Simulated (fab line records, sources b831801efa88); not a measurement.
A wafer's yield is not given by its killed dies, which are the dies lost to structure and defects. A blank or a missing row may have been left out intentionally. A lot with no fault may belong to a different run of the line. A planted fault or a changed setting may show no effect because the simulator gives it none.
Which tool was responsible? | flow sky130 | 24 lots, 72 wafers sampled, at 6 steps of a route of 708

## WHAT EACH GAUGE READ, for each wafer
SKY_METAL4_CD_MEAS_13 targets a cd of 300 nm.
lot  | measured     | on        | cd_nm (nm)
L074 | day 41 16:56 | cd_sem-02 | 300.6 301.3 300.9
L075 | day 42 04:37 | cd_sem-02 | 296.9 298.1 297.4
L076 | day 42 09:02 | cd_sem-01 | 301.1 299.4 299.7
L077 | day 42 11:01 | cd_sem-02 | 299.9 299.1 298.2
L078 | day 43 10:55 | cd_sem-02 | 297.3 298.5 298.9
L079 | day 43 16:04 | cd_sem-02 | 299.3 300.8 300.4
L081 | day 44 02:05 | cd_sem-01 | 299.4 300.5 301.6
L080 | day 44 02:28 | cd_sem-01 | 301.9 299.7 299.5
L082 | day 44 05:45 | cd_sem-02 | 299.3 301.1 300.6
L083 | day 44 12:39 | cd_sem-01 | 300.7 299.7 300.4
L084 | day 44 19:33 | cd_sem-02 | 298.3 298.7 297.2
L085 | day 45 06:16 | cd_sem-02 | 297.3 298.4 298.2
L086 | day 45 08:19 | cd_sem-02 | 299.1 299.6 299.2
L087 | day 45 15:31 | cd_sem-01 | 299.0 299.6 298.5
L088 | day 45 21:30 | cd_sem-02 | 297.9 298.5 298.3
L090 | day 46 11:29 | cd_sem-02 | 298.9 298.7 301.2
L089 | day 46 11:33 | cd_sem-01 | 302.9 304.0 302.6
L091 | day 46 14:05 | cd_sem-02 | 299.7 299.5 300.8
L092 | day 46 16:48 | cd_sem-01 | 297.9 297.9 298.7
L093 | day 46 20:16 | cd_sem-01 | 300.7 301.7 299.4
L094 | day 46 23:41 | cd_sem-02 | 301.8 300.9 300.3
L095 | day 47 02:27 | cd_sem-02 | 299.7 298.4 298.6
L096 | day 47 17:43 | cd_sem-01 | 296.4 298.0 296.8
L097 | day 47 21:27 | cd_sem-01 | 299.9 301.6 299.3

SKY_METAL4_OVL_MEAS_14.
lot  | measured     | on         | METAL4_OVL (nm)
L074 | day 41 17:02 | overlay-02 | -12 0 -14
L075 | day 42 04:44 | overlay-02 | 4 0 2
L076 | day 42 09:08 | overlay-01 | 2 -3 -1
L077 | day 42 11:05 | overlay-02 | -2 -4 -4
L078 | day 43 11:00 | overlay-01 | 3 4 3
L079 | day 43 16:11 | overlay-02 | -17 -14 -14
L081 | day 44 02:11 | overlay-01 | -6 -6 2
L080 | day 44 02:35 | overlay-01 | -1 -7 -1
L082 | day 44 05:52 | overlay-01 | 2 3 5
L083 | day 44 12:44 | overlay-01 | -1 3 5
L084 | day 44 19:40 | overlay-01 | -6 -3 -3
L085 | day 45 06:23 | overlay-02 | 3 1 -5
L086 | day 45 08:26 | overlay-02 | -8 0 3
L087 | day 45 15:38 | overlay-01 | -10 -9 -3
L088 | day 45 21:37 | overlay-02 | -12 -9 -4
L090 | day 46 11:35 | overlay-01 | -4 -2 3
L089 | day 46 11:38 | overlay-02 | 3 -4 -3
L091 | day 46 14:11 | overlay-02 | -8 -9 2
L092 | day 46 16:55 | overlay-02 | -3 -4 2
L093 | day 46 20:23 | overlay-02 | 3 -5 -5
L094 | day 46 23:47 | overlay-01 | -5 -9 -1
L095 | day 47 02:33 | overlay-01 | -5 -8 -4
L096 | day 47 17:50 | overlay-01 | 8 -2 9
L097 | day 47 21:34 | overlay-02 | 1 6 4

SKY_PASSIVATION_THK_MEAS_01.
lot  | measured     | on            | PASSIVATION_CVD_00_THK (nm)
L074 | day 43 17:42 | film_metro-02 | 89.7 89.9 89.9
L075 | day 44 06:34 | film_metro-01 | 89.3 89.0 89.6
L076 | day 44 10:16 | film_metro-03 | 89.3 91.8 91.8
L077 | day 44 11:37 | film_metro-03 | 91.2 92.5 91.9
L078 | day 45 11:37 | film_metro-01 | 92.1 92.3 91.0
L079 | day 45 15:35 | film_metro-01 | 88.2 88.1 90.2
L081 | day 46 02:01 | film_metro-02 | 87.7 89.4 88.1
L080 | day 46 02:28 | film_metro-01 | 88.9 90.5 91.4
L082 | day 46 05:00 | film_metro-01 | 87.4 88.3 90.4
L083 | day 46 10:35 | film_metro-02 | 88.2 89.3 89.7
L084 | day 46 18:17 | film_metro-01 | 89.9 90.8 90.8
L085 | day 47 04:00 | film_metro-02 | 86.9 88.0 88.8
L086 | day 47 05:14 | film_metro-01 | 90.5 89.4 91.0
L087 | day 47 12:23 | film_metro-01 | 88.8 89.6 91.5
L088 | day 47 18:14 | film_metro-01 | 88.9 89.4 89.9
L090 | day 48 07:47 | film_metro-02 | 89.4 89.5 90.9
L089 | day 48 07:02 | film_metro-03 | 90.3 91.9 92.9
L091 | day 48 09:10 | film_metro-03 | 91.8 91.4 92.1
L092 | day 48 12:24 | film_metro-03 | 89.1 90.3 89.5
L093 | day 48 15:06 | film_metro-02 | 88.6 89.7 90.1
L094 | day 48 18:59 | film_metro-03 | 89.6 91.9 91.1
L095 | day 48 21:29 | film_metro-03 | 88.3 89.6 89.3
L096 | day 49 10:39 | film_metro-02 | 90.9 90.3 90.8
L097 | day 49 13:59 | film_metro-03 | 89.0 89.2 90.0

SKY_PAD_OPEN_BOW_MEAS_13.
lot  | measured     | on            | PAD_OPEN_BOW (um)
L074 | day 45 15:23 | film_metro-04 | 65 53 53
L075 | day 46 04:01 | film_metro-01 | 62 48 53
L076 | day 46 07:16 | film_metro-01 | 47 52 44
L077 | day 46 08:46 | film_metro-01 | 60 48 51
L078 | day 47 06:34 | film_metro-03 | 65 53 62
L079 | day 47 10:55 | film_metro-03 | 48 47 37
L081 | day 47 20:14 | film_metro-04 | 48 45 49
L080 | day 47 20:45 | film_metro-04 | 30 30 45
L082 | day 47 23:20 | film_metro-04 | 44 43 46
L083 | day 48 05:02 | film_metro-03 | 35 44 46
L084 | day 48 12:55 | film_metro-04 | 60 52 46
L085 | day 48 20:59 | film_metro-03 | 42 47 57
L086 | day 48 22:54 | film_metro-03 | 39 27 17
L087 | day 49 04:56 | film_metro-03 | 59 61 50
L088 | day 49 10:27 | film_metro-03 | 32 25 37
L090 | day 49 22:11 | film_metro-01 | 43 49 42
L089 | day 49 23:41 | film_metro-04 | 55 49 40
L091 | day 50 01:11 | film_metro-04 | 43 34 47
L092 | day 50 03:08 | film_metro-01 | 53 39 43
L093 | day 50 05:08 | film_metro-03 | 41 52 40
L094 | day 50 08:20 | film_metro-03 | 41 36 45
L095 | day 50 10:59 | film_metro-03 | 55 62 56
L096 | day 50 22:01 | film_metro-04 | 60 50 49
L097 | day 51 00:38 | film_metro-04 | 70 64 53

## WHAT TOOL EACH LOT RAN ON (gives the tool, then ch and the chambers of the sampled wafers, and finally the start)
lot  | SKY_METAL5_SPUTTER_01        | SKY_PAD_OPEN_STRIP_08
L074 | pvd_sputter-01, day 42 18:31 | plasma_asher-03 ch 0,1, day 45 13:17
L075 | pvd_sputter-02, day 43 07:13 | plasma_asher-03 ch 0,1, day 46 01:55
L076 | pvd_sputter-02, day 43 10:32 | plasma_asher-01 ch 0,1, day 46 05:10
L077 | pvd_sputter-01, day 43 12:20 | plasma_asher-03 ch 0,1, day 46 06:39
L078 | pvd_sputter-04, day 44 13:18 | plasma_asher-04 ch 0,1, day 47 04:25
L079 | pvd_sputter-04, day 44 17:35 | plasma_asher-01 ch 0,1, day 47 08:49
L081 | pvd_sputter-02, day 45 03:35 | plasma_asher-03 ch 0,1, day 47 18:08
L080 | pvd_sputter-04, day 45 03:53 | plasma_asher-03 ch 0,1, day 47 18:37
L082 | pvd_sputter-02, day 45 06:40 | plasma_asher-04 ch 0,1, day 47 21:13
L083 | pvd_sputter-02, day 45 13:05 | plasma_asher-03 ch 0,1, day 48 02:56
L084 | pvd_sputter-02, day 45 20:40 | plasma_asher-01 ch 0,1, day 48 09:53
L085 | pvd_sputter-02, day 46 06:41 | plasma_asher-04 ch 0,1, day 48 18:53
L086 | pvd_sputter-01, day 46 08:11 | plasma_asher-01 ch 0,1, day 48 20:25
L087 | pvd_sputter-01, day 46 15:32 | plasma_asher-01 ch 0,1, day 49 02:46
L088 | pvd_sputter-02, day 46 20:38 | plasma_asher-04 ch 0,1, day 49 08:22
L090 | pvd_sputter-01, day 47 10:59 | plasma_asher-03 ch 0,1, day 49 20:05
L089 | pvd_sputter-04, day 47 10:41 | plasma_asher-04 ch 0,1, day 49 19:49
L091 | pvd_sputter-01, day 47 13:15 | plasma_asher-03 ch 0,1, day 49 22:03
L092 | pvd_sputter-01, day 47 16:05 | plasma_asher-04 ch 0,1, day 50 00:38
L093 | pvd_sputter-02, day 47 18:47 | plasma_asher-01 ch 0,1, day 50 03:02
L094 | pvd_sputter-02, day 47 23:28 | plasma_asher-03 ch 0,1, day 50 06:14
L095 | pvd_sputter-04, day 48 01:16 | plasma_asher-01 ch 0,1, day 50 08:52
L096 | pvd_sputter-02, day 48 15:58 | plasma_asher-03 ch 0,1, day 50 19:40
L097 | pvd_sputter-04, day 48 19:15 | plasma_asher-03 ch 0,1, day 50 22:25
- SKY_METAL5_SPUTTER_01: material TiN, target thk 20 nm, time 16.7 s.
- SKY_PAD_OPEN_STRIP_08: strips in O2/N2.

## WHAT THE TOOLS THEMSELVES READ (means of the sampled wafers that have a number; where no wafer has one, the mark that the record gives instead)
SKY_METAL5_SPUTTER_01.
lot  | tool           | throttle_valve_pct (%)
L074 | pvd_sputter-01 | 30.8
L075 | pvd_sputter-02 | 29.4
L076 | pvd_sputter-02 | 29.4
L077 | pvd_sputter-01 | 30.7
L078 | pvd_sputter-04 | 30.1
L079 | pvd_sputter-04 | 30.9
L081 | pvd_sputter-02 | 29.6
L080 | pvd_sputter-04 | 29.9
L082 | pvd_sputter-02 | 29.4
L083 | pvd_sputter-02 | 29.6
L084 | pvd_sputter-02 | 30.1
L085 | pvd_sputter-02 | 28.6
L086 | pvd_sputter-01 | 31.1
L087 | pvd_sputter-01 | 30.8
L088 | pvd_sputter-02 | 29.6
L090 | pvd_sputter-01 | 31.7
L089 | pvd_sputter-04 | 29.0
L091 | pvd_sputter-01 | 31.1
L092 | pvd_sputter-01 | 30.2
L093 | pvd_sputter-02 | 29.4
L094 | pvd_sputter-02 | 29.1
L095 | pvd_sputter-04 | 29.9
L096 | pvd_sputter-02 | 28.8
L097 | pvd_sputter-04 | 31.0

SKY_PAD_OPEN_STRIP_08.
lot  | tool            | drypump_motor_current_A (A) | n2_flow_sccm (sccm) | oes_product_au (a.u.)
L074 | plasma_asher-03 | 5.7                         | 299.9               | 0.662
L075 | plasma_asher-03 | 6.1                         | 300.2               | 0.665
L076 | plasma_asher-01 | 5.4                         | 299.6               | 0.667
L077 | plasma_asher-03 | 6.1                         | 300.2               | 0.660
L078 | plasma_asher-04 | 5.8                         | 299.0               | 0.660
L079 | plasma_asher-01 | 5.3                         | 299.6               | 0.661
L081 | plasma_asher-03 | 6.1                         | 299.3               | 0.662
L080 | plasma_asher-03 | 6.1                         | 299.0               | 0.662
L082 | plasma_asher-04 | 5.7                         | 299.3               | 0.666
L083 | plasma_asher-03 | 5.7                         | 299.5               | 0.662
L084 | plasma_asher-01 | 5.3                         | 299.1               | 0.662
L085 | plasma_asher-04 | 5.7                         | 299.5               | 0.659
L086 | plasma_asher-01 | 5.3                         | 298.7               | 0.665
L087 | plasma_asher-01 | 5.3                         | 299.9               | 0.661
L088 | plasma_asher-04 | 5.7                         | 301.3               | 0.663
L090 | plasma_asher-03 | 6.1                         | 300.3               | 0.662
L089 | plasma_asher-04 | 5.7                         | 299.7               | 0.663
L091 | plasma_asher-03 | 6.1                         | 301.2               | 0.660
L092 | plasma_asher-04 | 5.7                         | 300.2               | 0.665
L093 | plasma_asher-01 | 5.4                         | 299.3               | 0.662
L094 | plasma_asher-03 | 6.1                         | 300.9               | 0.663
L095 | plasma_asher-01 | 5.3                         | 301.1               | 0.656
L096 | plasma_asher-03 | 5.7                         | 300.3               | 0.666
L097 | plasma_asher-03 | 6.1                         | 301.0               | 0.656

## THE ANSWER, worked out from the rows above alone
Rule: what is usual is taken from the lots themselves. Put in order of their means at a reading, lots are off if they are a third of the lots or fewer, leave a main group of 4 or more, and stand apart from it by a gap of 3 or more times the standard deviation of the main group's means; of several such gaps the widest counts. A main group is skipped when, at the precision printed for the reading in the tables above, its means are all equal. Also off: a lot with no number at a reading for which 4 or more lots have one. Where the step has rows for the other lots, those lots are counted as sound. After the gauges, taken in route order, come the tools' own readings; for these a lot's mean is taken, as printed above. The first step at which some lot is off is used, and at that step the reading that is off furthest; a lot without a number counts as furthest.
No lot is off on any of the readings shown, so nothing can be concluded from this.

## WHAT HAD BEEN PUT IN BY THE SIMULATOR
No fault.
